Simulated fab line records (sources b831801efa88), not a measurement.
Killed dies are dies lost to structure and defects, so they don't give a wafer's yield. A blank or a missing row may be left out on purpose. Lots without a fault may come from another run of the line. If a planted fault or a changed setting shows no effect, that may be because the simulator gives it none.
Which of the tools did it? ; flow sky130 ; 72 wafers from 24 lots sampled at 6 of the route's 708 steps

WHAT THE GAUGES SHOWED, per wafer
SKY_METAL1_RS_MEAS_05: the measuring method here is four-point-probe. Usual: METAL1_ALCU_RS typically reads 0.1264 ohm/sq, with standard deviation 0.0012.
lot;measured;on;METAL1_ALCU_RS (ohm/sq);flag
L074;day 31 22:29;film-metro-02;0.1270 0.1269 0.1270;
L075;day 32 12:19;film-metro-02;0.1242 0.1259 0.1250;
L076;day 33 02:07;film-metro-01;0.1260 0.1276 0.1252;
L077;day 33 06:13;film-metro-04;0.1266 0.1261 0.1280;
L078;day 33 09:48;film-metro-01;0.1293 0.1292 0.1299;
L079;day 34 01:12;film-metro-04;0.1258 0.1273 0.1262;
L080;day 34 19:56;film-metro-01;0.1266 0.1265 0.1271;
L082;day 34 20:14;film-metro-02;0.1255 0.1250 0.1241;
L081;day 35 01:04;film-metro-04;0.1264 0.1275 0.1273;
L083;day 35 06:13;film-metro-01;0.1270 0.1265 0.1272;
L084;day 35 17:22;film-metro-01;0.1251 0.1260 0.1250;
L086;day 35 19:31;film-metro-01;0.1269 0.1262 0.1272;
L087;day 35 21:45;film-metro-04;0.1266 0.1255 0.1251;
L085;day 35 22:14;film-metro-02;0.1277 0.1274 0.1270;
L088;day 36 08:28;film-metro-02;0.1250 0.1238 0.1251;
L089;day 36 17:08;film-metro-04;0.1251 0.1257 0.1261;
L090;day 36 18:03;film-metro-04;0.1265 0.1282 0.1264;
L091;day 37 10:25;film-metro-02;0.1248 0.1258 0.1251;
L092;day 37 18:31;film-metro-02;0.1260 0.1252 0.1259;
L094;day 37 21:11;film-metro-02;0.1272 0.1275 0.1277;
L093;day 37 23:12;film-metro-04;0.1264 0.1272 0.1272;
L095;day 38 10:25;film-metro-04;0.1271 0.1290 0.1286;
L096;day 38 21:38;film-metro-01;0.1277 0.1261 0.1252;
L097;day 38 20:20;film-metro-04;0.1254 0.1270 0.1254;

SKY_METAL1_THK_MEAS_06: measures by xrf. Usual: METAL1_ALCU_THK typically reads 249.2 nm, with standard deviation 2.6.
lot;measured;on;METAL1_ALCU_THK (nm);flag
L074;day 31 22:35;film-metro-02;248.7 248.4 250.6;
L075;day 32 12:26;film-metro-02;254.8 252.0 253.4;
L076;day 33 02:14;film-metro-01;251.4 247.2 251.5;
L077;day 33 06:18;film-metro-04;248.5 248.7 245.1;
L078;day 33 09:55;film-metro-01;243.5 246.3 244.3;
L079;day 34 01:19;film-metro-04;250.6 247.6 249.5;
L080;day 34 20:02;film-metro-01;247.4 248.0 247.4;
L082;day 34 20:21;film-metro-02;252.1 253.1 254.5;
L081;day 35 01:10;film-metro-04;250.1 247.3 247.0;
L083;day 35 06:20;film-metro-01;249.5 246.4 247.1;
L084;day 35 17:29;film-metro-01;251.9 250.5 253.5;
L086;day 35 19:37;film-metro-01;248.5 248.5 247.3;
L087;day 35 21:52;film-metro-04;247.5 249.9 250.9;
L085;day 35 22:20;film-metro-02;247.9 247.9 248.8;
L088;day 36 08:35;film-metro-02;254.8 253.8 252.4;
L089;day 36 17:14;film-metro-04;249.4 249.5 249.3;
L090;day 36 18:09;film-metro-04;248.3 245.4 247.9;
L091;day 37 10:31;film-metro-02;253.0 250.8 252.8;
L092;day 37 18:37;film-metro-02;250.0 250.0 248.5;
L094;day 37 21:18;film-metro-02;248.0 246.3 246.9;
L093;day 37 23:19;film-metro-04;250.6 249.1 248.1;
L095;day 38 10:32;film-metro-04;245.8 243.0 244.5;
L096;day 38 21:45;film-metro-01;248.1 249.4 251.2;
L097;day 38 20:27;film-metro-04;251.3 246.5 249.5;

SKY_METAL1_OVL_MEAS_16. Usual: METAL1_OVL typically reads 6 nm, with standard deviation 6.2.
lot;measured;on;METAL1_OVL (nm);flag
L074;day 33 01:48;overlay-02;7 3 4;
L075;day 33 15:39;overlay-01;10 7 15;
L076;day 34 05:08;overlay-02;2 11 3;
L077;day 34 09:12;overlay-01;3 15 5;
L078;day 34 12:15;overlay-02;3 -2 -11;
L079;day 35 03:53;overlay-01;6 6 4;
L080;day 35 22:27;overlay-01;-1 4 9;
L082;day 35 22:27;overlay-02;15 23 8;
L081;day 36 03:40;overlay-02;4 0 6;
L083;day 36 08:30;overlay-01;10 1 8;
L084;day 36 19:36;overlay-01;11 11 13;
L086;day 36 21:17;overlay-02;9 2 7;
L087;day 36 23:11;overlay-01;7 10 7;
L085;day 36 23:54;overlay-02;14 19 14;
L088;day 37 10:12;overlay-02;4 10 7;
L089;day 37 19:07;overlay-02;3 6 12;
L090;day 37 20:14;overlay-01;6 11 2;
L091;day 38 11:48;overlay-01;4 -5 2;
L092;day 38 20:16;overlay-02;12 12 5;
L094;day 38 22:41;overlay-01;10 6 4;
L093;day 39 00:20;overlay-02;-1 -5 -3;
L095;day 39 11:26;overlay-01;14 6 1;
L096;day 39 22:59;overlay-01;0 4 0;
L097;day 39 20:56;overlay-01;11 20 7;

SKY_VIA1_OVL_MEAS_13. Usual: VIA1_OVL typically reads -1 nm, with standard deviation 6.2.
lot;measured;on;VIA1_OVL (nm);flag
L074;day 34 06:27;overlay-01;0 2 -3;
L075;day 34 20:00;overlay-02;0 -6 -3;
L076;day 35 09:47;overlay-01;3 4 -3;
L077;day 35 13:10;overlay-01;-2 -8 -2;
L078;day 35 15:40;overlay-02;1 -3 -3;
L079;day 36 07:29;overlay-02;-8 -7 -2;
L080;day 37 01:29;overlay-02;3 0 0;
L082;day 37 02:24;overlay-02;-6 -4 3;
L081;day 37 06:59;overlay-01;4 -3 3;
L083;day 37 12:37;overlay-01;4 -3 1;
L084;day 37 22:43;overlay-01;-3 -10 -10;
L086;day 38 00:50;overlay-02;12 7 7;
L087;day 38 02:36;overlay-01;-1 -2 -6;
L085;day 38 03:35;overlay-01;-6 0 2;
L088;day 38 12:51;overlay-02;-12 -11 -9;
L089;day 38 22:08;overlay-01;-9 -5 -11;
L090;day 38 22:47;overlay-02;-9 -9 -7;
L091;day 39 14:13;overlay-02;7 -2 3;
L092;day 39 22:01;overlay-02;-6 0 -6;
L094;day 40 00:50;overlay-01;4 8 7;
L093;day 40 02:29;overlay-02;2 -4 -9;
L095;day 40 13:11;overlay-01;14 15 15;
L096;day 41 00:50;overlay-02;0 4 4;
L097;day 40 22:39;overlay-01;-1 -4 -6;

EACH LOT AND THE TOOL THAT RAN IT (in order: tool; ch and the chambers of the sampled wafers; start)
lot;SKY_CONTACT_ETCH_16;SKY_CONTACT_CVD_24
L074;rie-diel-02 ch 0,1,2, day 31 20:30;cvd-w-01 ch 0,1, day 31 21:44
L075;rie-diel-02 ch 0,3, day 32 10:38;cvd-w-02 ch 1, day 32 11:28
L076;rie-diel-01 ch 0,1,3, day 33 00:35;cvd-w-02 ch 0, day 33 01:24
L077;rie-diel-03 ch 1,2, day 33 04:38;cvd-w-02 ch 0,1, day 33 05:28
L078;rie-diel-02 ch 0,1,2, day 33 08:16;cvd-w-02 ch 0,1, day 33 09:03
L079;rie-diel-02 ch 1,2, day 33 23:38;cvd-w-01 ch 0,1, day 34 00:27
L080;rie-diel-02 ch 0,3, day 34 18:20;cvd-w-02 ch 0,1, day 34 19:11
L082;rie-diel-03 ch 0,3, day 34 18:41;cvd-w-01 ch 0,1, day 34 19:30
L081;rie-diel-02 ch 1,2,3, day 34 23:28;cvd-w-02 ch 0,1, day 35 00:20
L083;rie-diel-01 ch 0,1,2, day 35 04:38;cvd-w-01 ch 0,1, day 35 05:28
L084;rie-diel-03 ch 1,2, day 35 15:47;cvd-w-02 ch 0,1, day 35 16:34
L086;rie-diel-03 ch 0,1,3, day 35 17:59;cvd-w-02 ch 0,1, day 35 18:46
L087;rie-diel-02 ch 0,2,3, day 35 20:14;cvd-w-02 ch 0,1, day 35 21:01
L085;rie-diel-01 ch 0,1,3, day 35 20:35;cvd-w-01 ch 0, day 35 21:25
L088;rie-diel-01 ch 2,3, day 36 06:52;cvd-w-01 ch 0,1, day 36 07:44
L089;rie-diel-01 ch 1,3, day 36 15:32;cvd-w-01 ch 0,1, day 36 16:24
L090;rie-diel-02 ch 0,1, day 36 16:29;cvd-w-02 ch 0,1, day 36 17:19
L091;rie-diel-03 ch 0,1,3, day 37 08:52;cvd-w-02 ch 0,1, day 37 09:40
L092;rie-diel-02 ch 0,1,2, day 37 16:58;cvd-w-01 ch 0,1, day 37 17:47
L094;rie-diel-03 ch 0,2,3, day 37 19:40;cvd-w-02 ch 0,1, day 37 20:27
L093;rie-diel-03 ch 0,1,2, day 37 21:41;cvd-w-02 ch 0,1, day 37 22:28
L095;rie-diel-03 ch 0,2,3, day 38 08:53;cvd-w-02 ch 0,1, day 38 09:40
L096;rie-diel-03 ch 0,3, day 38 10:32;cvd-w-01 ch 0,1, day 38 11:19
L097;rie-diel-02 ch 0,1, day 38 18:47;cvd-w-02 ch 1, day 38 19:36
- SKY_CONTACT_ETCH_16: etches BARC in N2/H2, stops on SiO2, time 45.9 s, target depth 60 nm.
- SKY_CONTACT_CVD_24: deposits W, target thk 340 nm, time 102.12 s.

WHAT THE TOOLS THEMSELVES READ (means of the sampled wafers that have a number; where no wafer has one, the mark that the record gives instead)
SKY_CONTACT_ETCH_16. Usual: bias-w 100.0 W, standard deviation 0.3; drypump-motor-current-A 5.7 A, standard deviation 0.41; oes-product-au 0.854 a.u., standard deviation 0.0045; throttle-valve-pct 13.225 %, standard deviation 0.0081.
lot;tool;bias-w (W);drypump-motor-current-A (A);oes-product-au (a.u.);throttle-valve-pct (%);flag
L074;rie-diel-02;100.1;5.6;0.856;13.226;
L075;rie-diel-02;99.5;5.7;0.852;13.225;
L076;rie-diel-01;100.2;5.8;0.852;13.233;
L077;rie-diel-03;100.2;5.6;0.854;13.228;
L078;rie-diel-02;99.8;5.7;0.856;13.222;
L079;rie-diel-02;99.9;5.8;0.850;13.229;
L080;rie-diel-02;99.7;5.7;0.857;13.226;
L082;rie-diel-03;100.2;5.6;0.857;13.223;
L081;rie-diel-02;100.2;6.1;0.852;13.227;
L083;rie-diel-01;99.9;5.7;0.853;13.222;
L084;rie-diel-03;100.1;5.6;0.857;13.222;
L086;rie-diel-03;100.0;5.4;0.853;13.220;
L087;rie-diel-02;100.0;5.9;0.853;13.228;
L085;rie-diel-01;100.0;5.8;0.851;13.221;
L088;rie-diel-01;100.2;5.5;0.847;13.229;
L089;rie-diel-01;99.7;6.1;0.855;13.219;
L090;rie-diel-02;99.9;5.6;0.854;13.224;
L091;rie-diel-03;100.1;5.4;0.854;13.223;
L092;rie-diel-02;100.0;5.6;0.854;13.240;
L094;rie-diel-03;99.9;5.7;0.852;13.227;
L093;rie-diel-03;100.0;5.5;0.852;13.231;
L095;rie-diel-03;99.9;5.7;0.856;13.225;
L096;rie-diel-03;99.9;5.6;0.856;13.222;
L097;rie-diel-02;100.0;5.4;0.858;13.233;

SKY_CONTACT_CVD_24. Usual: heater-power-w at 827 W, with a standard deviation of 62.
lot;tool;heater-power-w (W);flag
L074;cvd-w-01;828;
L075;cvd-w-02;748;
L076;cvd-w-02;892;
L077;cvd-w-02;802;
L078;cvd-w-02;810;
L079;cvd-w-01;830;
L080;cvd-w-02;857;
L082;cvd-w-01;811;
L081;cvd-w-02;862;
L083;cvd-w-01;819;
L084;cvd-w-02;811;
L086;cvd-w-02;863;
L087;cvd-w-02;864;
L085;cvd-w-01;852;
L088;cvd-w-01;826;
L089;cvd-w-01;821;
L090;cvd-w-02;872;
L091;cvd-w-02;806;
L092;cvd-w-01;825;
L094;cvd-w-02;811;
L093;cvd-w-02;831;
L095;cvd-w-02;867;
L096;cvd-w-01;802;
L097;cvd-w-02;777;

THE ANSWER, worked out from the rows above alone
Rule: a lot is off if the mean of its wafers that have a number lies more than 3 standard deviations from the usual mean. Also off: a lot with no number at a reading for which 4 or more lots have one. Any other lot the step has rows for is counted as sound. Order of review: gauges by route order, followed by the tools' own readings, for which a lot's mean as printed above is used. At the first step where some lot is off, the reading lying furthest off is the one used; lots without a number count as furthest.
Nothing can be told from this: no lot is off at any reading shown.

WHAT THE SIMULATOR HAD PUT IN
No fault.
